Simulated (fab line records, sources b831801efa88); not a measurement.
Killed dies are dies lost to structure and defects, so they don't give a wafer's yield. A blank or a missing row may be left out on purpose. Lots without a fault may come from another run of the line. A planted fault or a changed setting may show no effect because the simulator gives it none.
Chamber matching | flow sky130 | SKY_VIA4_CMP_02 on cmp-02: 4 sister chambers
The step polishes SiO2. 39 wafers are shown with their chamber, then 12 later ones without.

WAFERS WITH THEIR CHAMBER
wafer  | chamber | motor_current_A (A) | platen_rpm (rpm) | slurry_filter_dp_kPa (kPa)
L074.2 | 0       | 12.6                | 59.98            | 13.45
L074.3 | 1       | 11.8                | 60.01            | 13.41
L074.5 | 2       | 9.3                 | 59.98            | 13.63
L076.1 | 1       | 12.6                | 59.92            | 13.41
L076.2 | 2       | 9.4                 | 59.96            | 13.22
L076.4 | 0       | 12.8                | 59.94            | 13.60
L075.1 | 2       | 10.0                | 59.98            | 13.62
L075.5 | 2       | 9.4                 | 60.03            | 13.30
L075.6 | 3       | 11.1                | 59.93            | 13.51
L077.2 | 3       | 11.1                | 59.97            | 13.58
L077.4 | 0       | 13.3                | 59.99            | 13.39
L077.5 | 1       | 12.5                | 59.92            | 13.34
L078.1 | 1       | 12.1                | 60.02            | 13.58
L078.2 | 2       | 9.6                 | 60.09            | 13.58
L078.5 | 0       | 12.8                | 60.01            | 13.53
L079.1 | 0       | 12.3                | 60.08            | 13.57
L079.4 | 2       | 9.3                 | 59.96            | 13.54
L079.6 | 3       | 11.2                | 59.97            | 13.42
L081.2 | 3       | 11.4                | 59.99            | 13.65
L081.4 | 2       | 9.9                 | 60.00            | 13.49
L081.5 | 1       | 12.4                | 59.98            | 13.31
L082.2 | 0       | 13.2                | 59.96            | 13.39
L082.5 | 3       | 10.8                | 59.93            | 13.48
L082.6 | 0       | 12.0                | 59.98            | 13.37
L084.1 | 1       | 12.9                | 59.97            | 13.39
L084.3 | 0       | 12.7                | 60.02            | 13.53
L084.4 | 3       | 11.4                | 60.02            | 13.65
L085.3 | 1       | 12.2                | 59.98            | 13.51
L085.5 | 1       | 12.4                | 59.99            | 13.49
L085.6 | 0       | 12.9                | 60.02            | 13.33
L088.1 | 0       | 12.6                | 60.00            | 13.47
L088.4 | 2       | 10.0                | 60.01            | 13.74
L088.6 | 0       | 12.7                | 60.03            | 13.75
L089.1 | 0       | 12.9                | 59.99            | 13.69
L089.2 | 1       | 12.1                | 59.99            | 13.75
L089.3 | 3       | 11.0                | 60.02            | 13.31
L091.1 | 1       | 12.2                | 59.96            | 13.84
L091.2 | 3       | 11.4                | 60.01            | 13.54
L091.6 | 3       | 11.9                | 60.00            | 13.69

SIGNATURES (means of the wafers above)
reading              | chamber 0 | chamber 1 | chamber 2 | chamber 3 | scatter within a chamber
motor_current_A      | 12.733    | 12.320    | 9.613     | 11.256    | 0.325
platen_rpm           | 60.0000   | 59.9740   | 60.0012   | 59.9822   | 0.0368
slurry_filter_dp_kPa | 13.5058   | 13.5030   | 13.5150   | 13.5367   | 0.151
Rule: a wafer's distance from a chamber is the root of the sum, over the readings, of the square of ((its reading less the chamber's mean) divided by the reading's scatter). The wafer belongs to the nearest chamber; if the next one is less than 2 further off, it can't be placed. The scatter: the root of (the sum of the squares of (reading less its chamber's mean) over the shown wafers, divided by (wafers less chambers)).

WAFERS WITHOUT THEIR CHAMBER
wafer  | motor_current_A (A) | platen_rpm (rpm) | slurry_filter_dp_kPa (kPa)
L093.1 | 12.2                | 60.05            | 13.53
L093.3 | 11.3                | 60.05            | 13.55
L093.6 | 12.5                | 60.05            | 13.66
L095.1 | 12.3                | 60.06            | 13.38
L095.4 | 9.8                 | 60.02            | 13.55
L095.6 | 11.8                | 59.99            | 13.38
L094.1 | 9.2                 | 59.95            | 13.42
L094.3 | 11.1                | 59.97            | 13.42
L094.5 | 9.7                 | 60.04            | 13.45
L097.2 | 12.2                | 59.93            | 13.48
L097.3 | 13.2                | 60.01            | 13.49
L097.4 | 9.6                 | 59.99            | 13.44

WHICH CHAMBER EACH WENT THROUGH
wafer  | from the rows above          | in truth
L093.1 | can't be placed: 1 or 0 or 3 | 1
L093.3 | can't be placed: 3 or 1      | 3
L093.6 | can't be placed: 0 or 1      | 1
L095.1 | can't be placed: 0 or 1 or 3 | 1
L095.4 | 2                            | 2
L095.6 | can't be placed: 1 or 3 or 0 | 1
L094.1 | 2                            | 2
L094.3 | 3                            | 3
L094.5 | 2                            | 2
L097.2 | can't be placed: 1 or 0 or 3 | 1
L097.3 | can't be placed: 0 or 1      | 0
L097.4 | 2                            | 2
Placed correctly: 5 of 12. Can't be placed from these rows: 7 (the true chamber is among the candidates in 7). Placed wrongly: 0.
